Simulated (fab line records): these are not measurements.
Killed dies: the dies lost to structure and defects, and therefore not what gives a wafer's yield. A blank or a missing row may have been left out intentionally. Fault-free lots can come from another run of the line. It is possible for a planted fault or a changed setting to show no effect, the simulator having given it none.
fab line records    flow sky130    part 2 of 2: steps 28 to 38 of 38
record lots=5  wafers=15  last-day=50
route steps=708 shown VT_ADJUST_LVTN@102 VT_ADJUST_NCORE@119 VT_ADJUST_HVTR@131
lots that met no fault: taken from a fault-free run of the same line
start-h: start of the lot's first displayed wafer, in hours after the record's first day    wait-h: hours elapsed since this lot's preceding step    " identical to the entry in the row above    L1.1+2: one row covering several wafers at once    - no value, or no start was given    * or withheld: withheld    < > ~ a bound
route shown NAME@n: a module of which the file shows steps, and the number in the route of the first    usual: mean/standard deviation taken from wafers without a fault    same: alike in all rows    chamber/n: place in a boat    sites: per-site readings    _std_site: standard deviation of those values    _edge_site: outer sites' mean less inner sites'    radius-mm: for every site, how far away it sits from the centre of the wafer    mask NAME#n: copy n    behind: the tool/chamber that last shaped the wafer    hold: reason for holding the lot/hours on hold/outcome of the hold    device: transistor that didn't switch, given as n, p or np    end of line: at the end of the route, the tests of the same wafers    where a step has no rows: the recipe by itself    killed: dies that structure and defects cost at the first sort, which is not the same as the wafer's yield    map: the dies of a wafer, with x for killed, . for not killed, _ for no die there
set.NAME: setting as actually run; set.NAME@STEP: the setting as run at that earlier step    model.NAME: the simulator's own value behind a step, which no gauge read
lots at some steps of the route; a table a step, a row a wafer
services: a tool's chamber out of use, with start hour (start-h, from the record's first day; less than 0 if before it), hours out, and reason
## steps
# step SKY_VT_ADJUST_NCORE_STRIP_10
# recipe chemistry=O2/N2  power-w=1400  pressure-mtorr=1500  platen-temp-c=withheld  o2-flow-sccm=3000  n2-flow-sccm=300  overash-fraction=0.5
# usual drypump-motor-current-A=5.85/0.098  oes-product-au=0.716/0.0048  strip-time-to-endpoint-s=14.18/0.042
lot.wafer  tool             chamber  start-h  wait-h  drypump-motor-current-A  oes-product-au  rf-hours-counter-h  strip-time-to-endpoint-s
L075.1     plasma-asher-04  0        186.28   0.1     5.81                     0.719           49                  14.19
L075.4     "                0        "        "       5.82                     0.715           -                   14.19
L075.5     "                0        "        "       5.76                     0.710           -                   14.18
L083.1     plasma-asher-02  0        250.13   0.1     5.71                     0.708           15                  14.18
L083.3     "                0        "        "       5.70                     0.705           -                   14.20
L083.6     "                1        "        "       5.77                     0.713           -                   14.24
L090.1     plasma-asher-04  0        292.53   0.1     5.75                     0.723           60                  14.12
L090.3     "                0        "        "       5.74                     0.711           -                   14.15
L090.6     "                1        "        "       6.00                     0.714           -                   14.17
L092.1     plasma-asher-02  1        306.08   0.1     5.80                     0.715           20                  14.19
L092.2     "                0        "        "       5.68                     0.715           20                  14.20
L092.3     "                0        "        "       5.70                     0.714           -                   14.17
L095.1     plasma-asher-04  0        324.73   0.1     5.80                     0.720           63                  14.16
L095.2     "                1        "        "       6.02                     0.722           63                  14.14
L095.3     "                1        "        "       5.98                     0.712           -                   14.18
# step SKY_VT_ADJUST_NCORE_TW_MEAS_11
# usual VT_ADJUST_NCORE_TW=220.5/2.1
lot.wafer  tool           chamber  start-h  wait-h  VT_ADJUST_NCORE_TW
L075.1     film-metro-01  -        186.38   0.1     222.4
L075.4     "              -        "        "       222.9
L075.5     "              -        "        "       223.4
L083.1     film-metro-03  -        250.23   0.1     218.5
L083.3     "              -        "        "       218.1
L083.6     "              -        "        "       218.1
L090.1     film-metro-01  -        292.63   0.1     224.6
L090.3     "              -        "        "       223.4
L090.6     "              -        "        "       225.1
L092.1     film-metro-03  -        306.18   0.1     218.7
L092.2     "              -        "        "       218.6
L092.3     "              -        "        "       218.9
L095.1     film-metro-03  -        324.83   0.1     219.6
L095.2     "              -        "        "       218.3
L095.3     "              -        "        "       218.9
# step SKY_VT_ADJUST_HVTR_DEHYDRATE_00
# recipe temp-c=200  time-s=60
# usual exhaust-pa=45.0/0.8
lot.wafer  tool            chamber  start-h  wait-h  exhaust-pa
L075.1     litho-track-04  0        196.13   9.7     43.9
L075.4     "               0        "        "       44.8
L075.5     "               0        "        "       45.0
L083.1     litho-track-04  0        261.98   11.7    46.4
L083.3     "               0        "        "       45.4
L083.6     "               0        "        "       46.8
L090.1     litho-track-04  0        304.98   12.3    44.7
L090.3     "               0        "        "       45.2
L090.6     "               0        "        "       44.5
L092.1     litho-track-04  0        317.63   11.4    43.5
L092.2     "               0        "        "       43.9
L092.3     "               0        "        "       43.4
L095.1     litho-track-01  0        337.67   12.8    45.0
L095.2     "               0        "        "       44.5
L095.3     "               0        "        "       46.0
# step SKY_VT_ADJUST_HVTR_HMDS_01
# recipe prime-time-s=60  prime-temp-c=120
# usual exhaust-pa=44.7/0.84
lot.wafer  tool            chamber  start-h  wait-h  exhaust-pa
L075.1     litho-track-04  0        196.28   0.1     44.0
L075.4     "               0        "        "       45.4
L075.5     "               0        "        "       46.1
L083.1     litho-track-04  0        262.13   0.1     44.5
L083.3     "               0        "        "       44.9
L083.6     "               0        "        "       43.0
L090.1     litho-track-04  0        305.13   0.1     46.0
L090.3     "               0        "        "       45.4
L090.6     "               0        "        "       45.4
L092.1     litho-track-04  0        317.78   0.1     45.0
L092.2     "               0        "        "       44.7
L092.3     "               0        "        "       45.3
L095.1     litho-track-01  0        337.82   0.1     45.0
L095.2     "               0        "        "       46.0
L095.3     "               0        "        "       45.8
# step SKY_VT_ADJUST_HVTR_COAT_02
# recipe resist=NOVOLAK  spin-rpm=3000  resist-thk-nm=1140
# usual exhaust-pa=44.8/0.85
lot.wafer  tool            chamber  start-h  wait-h  exhaust-pa
L075.1     litho-track-04  0        196.43   0.1     45.4
L075.4     "               0        "        "       46.0
L075.5     "               0        "        "       45.3
L083.1     litho-track-04  0        262.28   0.1     45.7
L083.3     "               0        "        "       45.2
L083.6     "               0        "        "       45.7
L090.1     litho-track-04  0        305.28   0.1     45.1
L090.3     "               0        "        "       44.8
L090.6     "               0        "        "       45.2
L092.1     litho-track-04  0        317.93   0.1     45.5
L092.2     "               0        "        "       44.3
L092.3     "               0        "        "       45.8
L095.1     litho-track-01  0        337.97   0.1     43.3
L095.2     "               0        "        "       43.6
L095.3     "               0        "        "       43.4
# step SKY_VT_ADJUST_HVTR_SOFTBAKE_03
# recipe temp-c=90  time-s=60  resist=NOVOLAK
# usual exhaust-pa=44.9/0.91
lot.wafer  tool            chamber  start-h  wait-h  exhaust-pa
L075.1     litho-track-04  0        196.58   0.1     45.1
L075.4     "               0        "        "       44.5
L075.5     "               0        "        "       45.2
L083.1     litho-track-04  0        262.43   0.1     46.6
L083.3     "               0        "        "       45.1
L083.6     "               0        "        "       45.0
L090.1     litho-track-04  0        305.43   0.1     45.0
L090.3     "               0        "        "       44.2
L090.6     "               0        "        "       44.7
L092.1     litho-track-04  0        318.08   0.1     44.4
L092.2     "               0        "        "       44.3
L092.3     "               0        "        "       44.2
L095.1     litho-track-01  0        338.12   0.1     44.0
L095.2     "               0        "        "       44.2
L095.3     "               0        "        "       44.4
# step SKY_VT_ADJUST_HVTR_EXPOSE_04
# recipe mask-id=HVTRM  target-cd-nm=380  na=0.6  source-shape=conventional  sigma-outer=0.6  dose-mj=150
lot.wafer   tool              chamber  start-h  wait-h  mask
L075.1+4+5  iline-stepper-02  0        -        -       HVTRM#0
L083.1+3+6  iline-stepper-01  0        -        -       HVTRM#0
L090.1+3+6  iline-stepper-01  0        -        -       HVTRM#0
L092.1+2+3  iline-stepper-01  0        -        -       HVTRM#0
L095.1+2+3  iline-stepper-02  0        -        -       HVTRM#0
# step SKY_VT_ADJUST_HVTR_PEB_05
# recipe temp-c=withheld  time-s=*  resist=NOVOLAK
# usual exhaust-pa=45.1/0.89
lot.wafer  tool            chamber  start-h  wait-h  exhaust-pa
L075.1     litho-track-03  0        -        -       45.0
L075.4     "               0        "        "       44.1
L075.5     "               0        "        "       45.9
L083.1     litho-track-04  0        -        -       45.5
L083.3     "               0        "        "       45.5
L083.6     "               0        "        "       44.9
L090.1     litho-track-04  0        -        -       46.4
L090.3     "               0        "        "       44.6
L090.6     "               0        "        "       45.0
L092.1     litho-track-03  0        -        -       46.1
L092.2     "               0        "        "       46.2
L092.3     "               0        "        "       44.4
L095.1     litho-track-01  0        -        -       43.9
L095.2     "               0        "        "       43.5
L095.3     "               0        "        "       44.8
# step SKY_VT_ADJUST_HVTR_DEVELOP_06
# recipe develop-time-s=60  dev-temp-c=23
# usual exhaust-pa=45.1/0.77
lot.wafer  tool            chamber  start-h  wait-h  exhaust-pa
L075.1     litho-track-03  0        207.62   0.1     43.9
L075.4     "               0        "        "       45.6
L075.5     "               0        "        "       45.0
L083.1     litho-track-04  0        273.33   0.1     45.7
L083.3     "               0        "        "       45.3
L083.6     "               0        "        "       44.6
L090.1     litho-track-04  0        316.88   0.1     46.2
L090.3     "               0        "        "       46.0
L090.6     "               0        "        "       46.3
L092.1     litho-track-03  0        330.72   0.1     45.3
L092.2     "               0        "        "       45.5
L092.3     "               0        "        "       45.1
L095.1     litho-track-01  0        351.82   0.1     45.4
L095.2     "               0        "        "       45.9
L095.3     "               0        "        "       46.0
# step SKY_VT_ADJUST_HVTR_CD_MEAS_07
# recipe target-cd-nm=380
# usual cd-nm=379.3/2.6
lot.wafer  tool       chamber  start-h  wait-h  cd-nm
L075.1     cd-sem-01  -        207.77   0.1     381.0
L075.4     "          -        "        "       380.4
L075.5     "          -        "        "       380.6
L083.1     cd-sem-02  -        273.48   0.1     383.1
L083.3     "          -        "        "       382.2
L083.6     "          -        "        "       381.1
L090.1     cd-sem-01  -        317.03   0.1     379.7
L090.3     "          -        "        "       378.6
L090.6     "          -        "        "       378.8
L092.1     cd-sem-02  -        330.87   0.1     380.2
L092.2     "          -        "        "       376.6
L092.3     "          -        "        "       380.1
L095.1     cd-sem-01  -        351.97   0.1     380.7
L095.2     "          -        "        "       379.4
L095.3     "          -        "        "       377.7
# step SKY_VT_ADJUST_HVTR_OVL_MEAS_08
# usual VT_ADJUST_HVTR_OVL=-0.2/1.3
lot.wafer  tool        chamber  start-h  wait-h  VT_ADJUST_HVTR_OVL[nm]
L075.1     overlay-01  -        207.89   0.1     0.7
L075.4     "           -        "        "       0.5
L075.5     "           -        "        "       2.4
L083.1     overlay-01  -        273.60   0.1     -1.5
L083.3     "           -        "        "       -0.9
L083.6     "           -        "        "       -0.6
L090.1     overlay-02  -        317.15   0.1     2.8
L090.3     "           -        "        "       0.6
L090.6     "           -        "        "       -1.1
L092.1     overlay-01  -        330.99   0.1     -0.9
L092.2     "           -        "        "       -0.9
L092.3     "           -        "        "       1.1
L095.1     overlay-02  -        352.09   0.1     0.3
L095.2     "           -        "        "       -1.2
L095.3     "           -        "        "       0.4
## services
tool              chamber  start-h  hours  kind
plasma-asher-04   -        123.92   31.8   pm
iline-stepper-01  -        139.60   16.0   repair
plasma-asher-04   -        155.69   4.3    pm
implanter-03      -        156.07   3.3    repair
implanter-01      -        163.78   3.3    repair
implanter-03      -        165.73   5.3    pm
implanter-04      -        177.72   3.2    repair
plasma-asher-02   -        180.26   0.4    repair
implanter-04      -        180.95   3.5    pm
plasma-asher-03   -        182.25   0.7    repair
implanter-02      -        190.15   19.9   repair
iline-stepper-01  -        209.80   1.7    pm
implanter-03      -        216.51   4.9    repair
iline-stepper-01  0        225.72   -      calibration
implanter-04      -        242.72   2.1    repair
implanter-01      -        247.49   3.6    repair
implanter-02      -        262.81   0.6    repair
plasma-asher-03   -        266.13   1.1    repair
plasma-asher-02   -        267.92   4.6    repair
iline-stepper-02  -        278.55   1.7    pm
plasma-asher-03   -        288.44   2.5    repair
implanter-01      -        307.63   4.0    pm
implanter-03      -        311.34   8.9    repair
plasma-asher-02   -        324.98   1.7    repair
